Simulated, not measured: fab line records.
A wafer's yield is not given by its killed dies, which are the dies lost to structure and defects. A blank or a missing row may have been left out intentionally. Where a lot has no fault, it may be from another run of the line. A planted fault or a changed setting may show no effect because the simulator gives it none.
A struck lot beside a sound one | flow sky130 | 16 out of 708 route steps
Sound: wafers L135.1, L135.2, L135.4. The struck wafers were L137.2, L137.5, L137.6. At the end, the cause is stated.
Each step with rows lists, per side, the tool, then ch with its chambers, then its first start. Under that, the readings that differ: sound wafers | struck wafers | difference of the means | sigmas: that difference in standard deviations of wafers without a fault.
alike: same words and numbers on both sides, and readings whose means sit less than 2 such deviations apart. not compared: any withheld reading, any reading some wafer has no value for, any bound like >300 that may hide the same value, and any number with overlapping values for which the record gives no deviation.
The two part at a step that has a row with sigmas, a row that says differs or no value, or rows on one side only. When numbers do not overlap yet have no deviation, they are printed without sigmas and do not part them. Lack of a reading on every wafer of one side parts them only where that side has two or more wafers.

SKY_METAL5_SPUTTER_03: material Ti, target thk 5 nm, time 3.3 s.
  sound on pvd sputter-03, day 45 09:22; struck on pvd sputter-04, day 45 18:31
  alike: throttle valve pct
SKY_METAL5_SPUTTER_04: material TiN, target thk 70 nm, time 58.3 s.
  sound on pvd sputter-03, day 45 09:23; struck on pvd sputter-04, day 45 18:32
  alike: throttle valve pct
SKY_METAL5_RS_MEAS_05: measures by four-point-probe.
  sound on film metro-02, day 45 09:26; struck on film metro-02, day 45 18:37
  alike: METAL5_ALCU_RS
SKY_METAL5_THK_MEAS_06: measures by xrf.
  sound on film metro-02, day 45 09:34; struck on film metro-02, day 45 18:43
  alike: METAL5_ALCU_THK
then, 7 steps without rows for these wafers: SKY_METAL5_DEHYDRATE_07 (time 60 s); SKY_METAL5_HMDS_08 (prime time 60 s); SKY_METAL5_COAT_09 (resist thk 1800 nm); SKY_METAL5_SOFTBAKE_10 (time 60 s); SKY_METAL5_EXPOSE_11 (exposes mask MM5, target cd 1600 nm); SKY_METAL5_PEB_12; SKY_METAL5_DEVELOP_13 (develop time 60 s).
SKY_METAL5_DESCUM_14: chemistry O2, time 11 s.
  sound on rie metal-03 ch 0,1, day 46 06:50; struck on rie metal-03 ch 0,1, day 46 15:41
  alike: drypump motor current A, oes product au
  not compared: rf hours counter h
SKY_METAL5_METAL_ETCH_15: etches the open film in Cl2/BCl3, stops on SiO2, target depth 1260 nm, time 252 s.
  sound on rie metal-03 ch 0,1, day 46 06:52; struck on rie metal-03 ch 0,1, day 46 15:43
  reading                                     | sound             | struck            | difference | sigmas
  bias w (W)                                  | 48.49 48.59 48.56 | 65.18 65.15 65.21 | +16.63     | +99 or more
  model.NOVOLAK_of_METAL5_COAT_09.thk nm (nm) | 1005 1075 1072    | 910.2 978.1 911.6 | -117.4     |
  model.SiO2_of_VIA4_HDPCVD_00.thk nm (nm)    | 546.3 549 550.3   | 543.7 544 542.5   | -5.1       |
  alike: drypump motor current A, oes product au, throttle valve pct
  not compared: rf hours counter h
SKY_METAL5_STRIP_16: strips in O2/N2.
  sound on plasma asher-04 ch 0,1, day 46 07:06; struck on plasma asher-04 ch 0,1, day 46 15:57
  reading                      | sound             | struck            | difference | sigmas
  strip time to endpoint s (s) | 12.79 13.51 13.48 | 11.69 12.48 11.72 | -1.30      | -5
  alike: drypump motor current A, oes product au
  not compared: rf hours counter h
then, 1 step without rows for these wafers: SKY_METAL5_STRIP_17 (strips in post etch residue remover, time 1200 s).
SKY_PAD_OPEN_PROBE_99:
  the record has rows for the struck wafers here (prober-02, day 48 10:15) and none for the sound ones

WHERE THEY PART
First at SKY_METAL5_METAL_ETCH_15; last, within this record, at SKY_PAD_OPEN_PROBE_99.

WHY: the cause the simulator had injected
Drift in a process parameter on rie metal-03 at SKY_METAL5_METAL_ETCH_15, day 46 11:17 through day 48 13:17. A move of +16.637 in setting bias w, from 48.5. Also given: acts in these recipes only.
